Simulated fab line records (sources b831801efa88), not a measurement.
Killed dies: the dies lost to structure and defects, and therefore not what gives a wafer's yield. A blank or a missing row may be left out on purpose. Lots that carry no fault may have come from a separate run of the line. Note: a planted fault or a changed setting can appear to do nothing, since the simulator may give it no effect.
Which of the tools did it? :: flow sky130 :: 12 lots, 36 wafers sampled, at 5 steps of a route of 708

== WHAT THE GAUGES READ, wafer by wafer ==
SKY_METAL1_THK_MEAS_06: measures by xrf.
lot: L225
measured: day 31 15:38
on: film-metro-04
METAL1_ALCU_THK (nm): 250 249 250

lot: L227
measured: day 32 12:13
on: film-metro-04
METAL1_ALCU_THK (nm): 250 250 255

lot: L228
measured: day 32 21:56
on: film-metro-01
METAL1_ALCU_THK (nm): 247 248 248

lot: L231
measured: day 33 22:33
on: film-metro-02
METAL1_ALCU_THK (nm): 251 251 246

lot: L232
measured: day 34 00:29
on: film-metro-02
METAL1_ALCU_THK (nm): 253 251 249

lot: L233
measured: day 34 05:22
on: film-metro-01
METAL1_ALCU_THK (nm): 249 245 244

lot: L234
measured: day 34 21:11
on: film-metro-04
METAL1_ALCU_THK (nm): 247 246 249

lot: L235
measured: day 35 04:16
on: film-metro-04
METAL1_ALCU_THK (nm): 248 250 248

lot: L236
measured: day 35 11:55
on: film-metro-02
METAL1_ALCU_THK (nm): 250 251 251

lot: L241
measured: day 37 03:04
on: film-metro-01
METAL1_ALCU_THK (nm): 251 251 249

lot: L244
measured: day 37 22:08
on: film-metro-04
METAL1_ALCU_THK (nm): 252 253 255

lot: L247
measured: day 38 21:02
on: film-metro-04
METAL1_ALCU_THK (nm): 250 246 249

== WHAT TOOL EACH LOT RAN ON (gives the tool, then ch and the chambers of the sampled wafers, and finally the start) ==
lot: L225
SKY_RES_XHIGH_COAT_02: litho-track-01 ch 0, day 26 02:00
SKY_RES_XHIGH_STRIP_08: plasma-asher-02 ch 0,1, day 26 16:26
SKY_CONTACT_ETCH_16: rie-diel-04 ch 0,2,3, day 31 13:57
SKY_CONTACT_ETCH_17: rie-diel-04 ch 0,2,3, day 31 13:59

lot: L227
SKY_RES_XHIGH_COAT_02: litho-track-01 ch 0, day 26 23:20
SKY_RES_XHIGH_STRIP_08: plasma-asher-03 ch 0,1, day 27 14:29
SKY_CONTACT_ETCH_16: rie-diel-02 ch 0,1,3, day 32 10:35
SKY_CONTACT_ETCH_17: rie-diel-02 ch 0,1,3, day 32 10:38

lot: L228
SKY_RES_XHIGH_COAT_02: litho-track-03 ch 0, day 27 11:31
SKY_RES_XHIGH_STRIP_08: plasma-asher-04 ch 0,1, day 28 01:38
SKY_CONTACT_ETCH_16: rie-diel-04 ch 2,3, day 32 20:17
SKY_CONTACT_ETCH_17: rie-diel-04 ch 2,3, day 32 20:20

lot: L231
SKY_RES_XHIGH_COAT_02: litho-track-02 ch 0, day 28 12:02
SKY_RES_XHIGH_STRIP_08: plasma-asher-02 ch 0,1, day 29 03:08
SKY_CONTACT_ETCH_16: rie-diel-04 ch 0,1,2, day 33 20:51
SKY_CONTACT_ETCH_17: rie-diel-04 ch 0,1,2, day 33 20:53

lot: L232
SKY_RES_XHIGH_COAT_02: litho-track-03 ch 0, day 28 14:41
SKY_RES_XHIGH_STRIP_08: plasma-asher-04 ch 0,1, day 29 04:59
SKY_CONTACT_ETCH_16: rie-diel-03 ch 1,2,3, day 33 22:29
SKY_CONTACT_ETCH_17: rie-diel-03 ch 1,2,3, day 33 22:32

lot: L233
SKY_RES_XHIGH_COAT_02: litho-track-03 ch 0, day 28 20:05
SKY_RES_XHIGH_STRIP_08: plasma-asher-04 ch 0,1, day 29 10:08
SKY_CONTACT_ETCH_16: rie-diel-03 ch 0,1,2, day 34 03:30
SKY_CONTACT_ETCH_17: rie-diel-03 ch 0,1,2, day 34 03:32

lot: L234
SKY_RES_XHIGH_COAT_02: litho-track-02 ch 0, day 29 11:32
SKY_RES_XHIGH_STRIP_08: plasma-asher-03 ch 0,1, day 30 02:19
SKY_CONTACT_ETCH_16: rie-diel-03 ch 2,3, day 34 19:33
SKY_CONTACT_ETCH_17: rie-diel-03 ch 2,3, day 34 19:35

lot: L235
SKY_RES_XHIGH_COAT_02: litho-track-03 ch 0, day 29 19:17
SKY_RES_XHIGH_STRIP_08: plasma-asher-02 ch 0,1, day 30 09:11
SKY_CONTACT_ETCH_16: rie-diel-03 ch 0,1,3, day 35 02:32
SKY_CONTACT_ETCH_17: rie-diel-03 ch 0,1,3, day 35 02:35

lot: L236
SKY_RES_XHIGH_COAT_02: litho-track-01 ch 0, day 30 02:42
SKY_RES_XHIGH_STRIP_08: plasma-asher-03 ch 0,1, day 30 17:08
SKY_CONTACT_ETCH_16: rie-diel-03 ch 1,2,3, day 35 09:08
SKY_CONTACT_ETCH_17: rie-diel-03 ch 1,2,3, day 35 09:11

lot: L241
SKY_RES_XHIGH_COAT_02: litho-track-03 ch 0, day 31 21:56
SKY_RES_XHIGH_STRIP_08: plasma-asher-04 ch 0,1, day 32 11:20
SKY_CONTACT_ETCH_16: rie-diel-03 ch 0,2,3, day 37 01:23
SKY_CONTACT_ETCH_17: rie-diel-03 ch 0,2,3, day 37 01:26

lot: L244
SKY_RES_XHIGH_COAT_02: litho-track-03 ch 0, day 32 18:04
SKY_RES_XHIGH_STRIP_08: plasma-asher-02 ch 0,1, day 33 08:20
SKY_CONTACT_ETCH_16: rie-diel-02 ch 0,1,2, day 37 20:26
SKY_CONTACT_ETCH_17: rie-diel-02 ch 0,1,2, day 37 20:29

lot: L247
SKY_RES_XHIGH_COAT_02: litho-track-02 ch 0, day 33 18:17
SKY_RES_XHIGH_STRIP_08: plasma-asher-04 ch 0,1, day 34 07:38
SKY_CONTACT_ETCH_16: rie-diel-03 ch 0,2,3, day 38 19:08
SKY_CONTACT_ETCH_17: rie-diel-03 ch 0,2,3, day 38 19:11
- SKY_RES_XHIGH_COAT_02: resist thk 1140 nm.
- SKY_RES_XHIGH_STRIP_08: strips in O2/N2.
- SKY_CONTACT_ETCH_16: etches BARC in N2/H2, stops on SiO2, time 45.9 s, target depth 60 nm.
- SKY_CONTACT_ETCH_17: etches SiO2 in C4F8/O2/Ar, stops on Si3N4, target depth 340 nm.

== WHAT THE TOOLS THEMSELVES READ (means of the sampled wafers that have a number; where no wafer has one, the mark that the record gives instead) ==
SKY_RES_XHIGH_STRIP_08.
lot: L225
tool: plasma-asher-02
drypump-motor-current-A (A): 5.6
oes-product-au (a.u.): 0.715
strip-time-to-endpoint-s (s): 14.28

lot: L227
tool: plasma-asher-03
drypump-motor-current-A (A): 5.6
oes-product-au (a.u.): 0.713
strip-time-to-endpoint-s (s): 14.25

lot: L228
tool: plasma-asher-04
drypump-motor-current-A (A): 5.1
oes-product-au (a.u.): 0.709
strip-time-to-endpoint-s (s): 14.24

lot: L231
tool: plasma-asher-02
drypump-motor-current-A (A): 5.6
oes-product-au (a.u.): 0.713
strip-time-to-endpoint-s (s): 14.27

lot: L232
tool: plasma-asher-04
drypump-motor-current-A (A): 5.1
oes-product-au (a.u.): 0.712
strip-time-to-endpoint-s (s): 14.23

lot: L233
tool: plasma-asher-04
drypump-motor-current-A (A): 5.3
oes-product-au (a.u.): 0.710
strip-time-to-endpoint-s (s): 14.31

lot: L234
tool: plasma-asher-03
drypump-motor-current-A (A): 5.8
oes-product-au (a.u.): 0.713
strip-time-to-endpoint-s (s): 14.27

lot: L235
tool: plasma-asher-02
drypump-motor-current-A (A): 5.6
oes-product-au (a.u.): 0.714
strip-time-to-endpoint-s (s): 14.27

lot: L236
tool: plasma-asher-03
drypump-motor-current-A (A): 5.8
oes-product-au (a.u.): 0.705
strip-time-to-endpoint-s (s): 14.29

lot: L241
tool: plasma-asher-04
drypump-motor-current-A (A): 5.2
oes-product-au (a.u.): 0.711
strip-time-to-endpoint-s (s): 13.43

lot: L244
tool: plasma-asher-02
drypump-motor-current-A (A): 5.6
oes-product-au (a.u.): 0.712
strip-time-to-endpoint-s (s): 13.42

lot: L247
tool: plasma-asher-04
drypump-motor-current-A (A): 5.2
oes-product-au (a.u.): 0.715
strip-time-to-endpoint-s (s): 14.30

SKY_CONTACT_ETCH_16.
lot: L225
tool: rie-diel-04
bias-w (W): 99.9
drypump-motor-current-A (A): 5.5
oes-product-au (a.u.): 0.852
throttle-valve-pct (%): 13.227

lot: L227
tool: rie-diel-02
bias-w (W): 99.8
drypump-motor-current-A (A): 5.6
oes-product-au (a.u.): 0.853
throttle-valve-pct (%): 13.224

lot: L228
tool: rie-diel-04
bias-w (W): 100.0
drypump-motor-current-A (A): 5.7
oes-product-au (a.u.): 0.862
throttle-valve-pct (%): 13.220

lot: L231
tool: rie-diel-04
bias-w (W): 100.1
drypump-motor-current-A (A): 5.7
oes-product-au (a.u.): 0.855
throttle-valve-pct (%): 13.232

lot: L232
tool: rie-diel-03
bias-w (W): 100.0
drypump-motor-current-A (A): 5.7
oes-product-au (a.u.): 0.854
throttle-valve-pct (%): 13.225

lot: L233
tool: rie-diel-03
bias-w (W): 100.1
drypump-motor-current-A (A): 6.0
oes-product-au (a.u.): 0.856
throttle-valve-pct (%): 13.232

lot: L234
tool: rie-diel-03
bias-w (W): 99.8
drypump-motor-current-A (A): 5.3
oes-product-au (a.u.): 0.850
throttle-valve-pct (%): 13.226

lot: L235
tool: rie-diel-03
bias-w (W): 100.0
drypump-motor-current-A (A): 5.4
oes-product-au (a.u.): 0.860
throttle-valve-pct (%): 13.218

lot: L236
tool: rie-diel-03
bias-w (W): 100.3
drypump-motor-current-A (A): 5.7
oes-product-au (a.u.): 0.862
throttle-valve-pct (%): 13.232

lot: L241
tool: rie-diel-03
bias-w (W): 99.9
drypump-motor-current-A (A): 5.5
oes-product-au (a.u.): 0.854
throttle-valve-pct (%): 13.229

lot: L244
tool: rie-diel-02
bias-w (W): 99.9
drypump-motor-current-A (A): 5.6
oes-product-au (a.u.): 0.857
throttle-valve-pct (%): 13.222

lot: L247
tool: rie-diel-03
bias-w (W): 100.0
drypump-motor-current-A (A): 5.5
oes-product-au (a.u.): 0.853
throttle-valve-pct (%): 13.229

SKY_CONTACT_ETCH_17.
lot: L225
tool: rie-diel-04
bias-w (W): 1203
oes-product-au (a.u.): 0.893

lot: L227
tool: rie-diel-02
bias-w (W): 1202
oes-product-au (a.u.): 0.890

lot: L228
tool: rie-diel-04
bias-w (W): 1196
oes-product-au (a.u.): 0.891

lot: L231
tool: rie-diel-04
bias-w (W): 1201
oes-product-au (a.u.): 0.898

lot: L232
tool: rie-diel-03
bias-w (W): 1205
oes-product-au (a.u.): 0.893

lot: L233
tool: rie-diel-03
bias-w (W): 1198
oes-product-au (a.u.): 0.892

lot: L234
tool: rie-diel-03
bias-w (W): 1202
oes-product-au (a.u.): 0.893

lot: L235
tool: rie-diel-03
bias-w (W): 1202
oes-product-au (a.u.): 0.892

lot: L236
tool: rie-diel-03
bias-w (W): 1200
oes-product-au (a.u.): 0.887

lot: L241
tool: rie-diel-03
bias-w (W): 1201
oes-product-au (a.u.): 0.891

lot: L244
tool: rie-diel-02
bias-w (W): 1203
oes-product-au (a.u.): 0.892

lot: L247
tool: rie-diel-03
bias-w (W): 1200
oes-product-au (a.u.): 0.892

== THE ANSWER, worked out from the rows above alone ==
Rule: the usual values come from the lots themselves. Put in order of their means at a reading, lots are off if they are a third of the lots or fewer, leave a main group of 4 or more, and stand apart from it by a gap of 3 or more times the standard deviation of the main group's means; of several such gaps the widest counts. If all means in a main group match to the digits the tables above print for the reading, that group is not used. A lot without any number at a reading at which 4 lots or more have one is off too. Any other lot the step has rows for is counted as sound. After the gauges, taken in route order, come the tools' own readings; for these a lot's mean is taken, as printed above. The first step at which some lot is off is used, and at that step the reading that is off furthest; a lot without a number counts as furthest.
Off at SKY_RES_XHIGH_STRIP_08 (strip-time-to-endpoint-s): L241, L244. The main group has a mean of 14.27 s with a standard deviation of 0.024.
A tool fits if, at that step or a process step before it, it ran every lot that is off, and no sound lot after the first of them. One fits: litho-track-03 at SKY_RES_XHIGH_COAT_02. A fault onset in the window from L235 (day 29 19:17, its last sound lot) to L241 (day 31 21:56, its first lot off) fits.

== WHAT WAS PUT IN BY THE SIMULATOR ==
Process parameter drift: litho-track-03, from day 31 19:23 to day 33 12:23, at SKY_RES_XHIGH_COAT_02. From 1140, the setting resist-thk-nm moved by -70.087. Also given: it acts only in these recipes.
Struck lots among those shown: L241, L244. The rule above found the same.
